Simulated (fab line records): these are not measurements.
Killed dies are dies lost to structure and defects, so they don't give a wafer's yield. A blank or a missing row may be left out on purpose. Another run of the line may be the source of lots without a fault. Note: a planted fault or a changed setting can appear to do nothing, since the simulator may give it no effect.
Which tool did it? || flow sky130 || 6 lots, 18 wafers sampled, at 3 steps of a route of 708

WHAT THE GAUGES SHOWED, per wafer
SKY_SD_P_OVL_MEAS_08.
{"lot": "L409", "measured": "day 25 15:52", "on": "overlay-01", "SD_P_OVL (nm)": "-0.3 -1.1 -1.4"}
{"lot": "L413", "measured": "day 27 15:28", "on": "overlay-02", "SD_P_OVL (nm)": "0.6 0.6 0.1"}
{"lot": "L421", "measured": "day 30 10:01", "on": "overlay-02", "SD_P_OVL (nm)": "-1.5 -1.0 -1.1"}
{"lot": "L426", "measured": "day 32 08:59", "on": "overlay-02", "SD_P_OVL (nm)": "1.9 1.2 2.4"}
{"lot": "L428", "measured": "day 32 16:05", "on": "overlay-02", "SD_P_OVL (nm)": "-1.4 0.0 -2.3"}
{"lot": "L430", "measured": "day 33 03:29", "on": "overlay-01", "SD_P_OVL (nm)": "-0.2 -0.8 -0.1"}

EACH LOT AND THE TOOL THAT RAN IT (in order: tool; ch and the chambers of the sampled wafers; start)
{"lot": "L409", "SKY_LDD_N_IMPLANT_14": "implanter-04 ch 0, day 18 00:02", "SKY_POLY_CUT_ETCH_10": "rie_diel-02 ch 1,2,3, day 24 10:28"}
{"lot": "L413", "SKY_LDD_N_IMPLANT_14": "implanter-04 ch 0, day 19 22:14", "SKY_POLY_CUT_ETCH_10": "rie_diel-04 ch 1,2,3, day 26 10:45"}
{"lot": "L421", "SKY_LDD_N_IMPLANT_14": "implanter-03 ch 0, day 23 01:26", "SKY_POLY_CUT_ETCH_10": "rie_diel-04 ch 0,1,2, day 29 06:16"}
{"lot": "L426", "SKY_LDD_N_IMPLANT_14": "implanter-03 ch 0, day 25 04:56", "SKY_POLY_CUT_ETCH_10": "rie_diel-04 ch 1,2,3, day 31 05:52"}
{"lot": "L428", "SKY_LDD_N_IMPLANT_14": "implanter-04 ch 0, day 25 10:56", "SKY_POLY_CUT_ETCH_10": "rie_diel-03 ch 0,1, day 31 12:58"}
{"lot": "L430", "SKY_LDD_N_IMPLANT_14": "implanter-03 ch 0, day 25 21:22", "SKY_POLY_CUT_ETCH_10": "rie_diel-04 ch 1,2,3, day 31 23:58"}
- SKY_LDD_N_IMPLANT_14
- SKY_POLY_CUT_ETCH_10: etches BARC in N2/H2, stops on SiO2, time 45.9 s, target depth 60 nm.

THE ANSWER, worked out from the rows above alone
Rule: what is usual is taken from the lots themselves. Put in order of their means at a reading, lots are off if they are a third of the lots or fewer, leave a main group of 4 or more, and stand apart from it by a gap of 3 or more times the standard deviation of the main group's means; of several such gaps the widest counts. Not used: any main group whose means are identical at the precision the tables above print for the reading. Also off: a lot with no number at a reading for which 4 or more lots have one. Any other lot the step has rows for is counted as sound.
Across all readings shown, no lot is off: no conclusion can be drawn from this.

WHAT HAD BEEN PUT IN BY THE SIMULATOR
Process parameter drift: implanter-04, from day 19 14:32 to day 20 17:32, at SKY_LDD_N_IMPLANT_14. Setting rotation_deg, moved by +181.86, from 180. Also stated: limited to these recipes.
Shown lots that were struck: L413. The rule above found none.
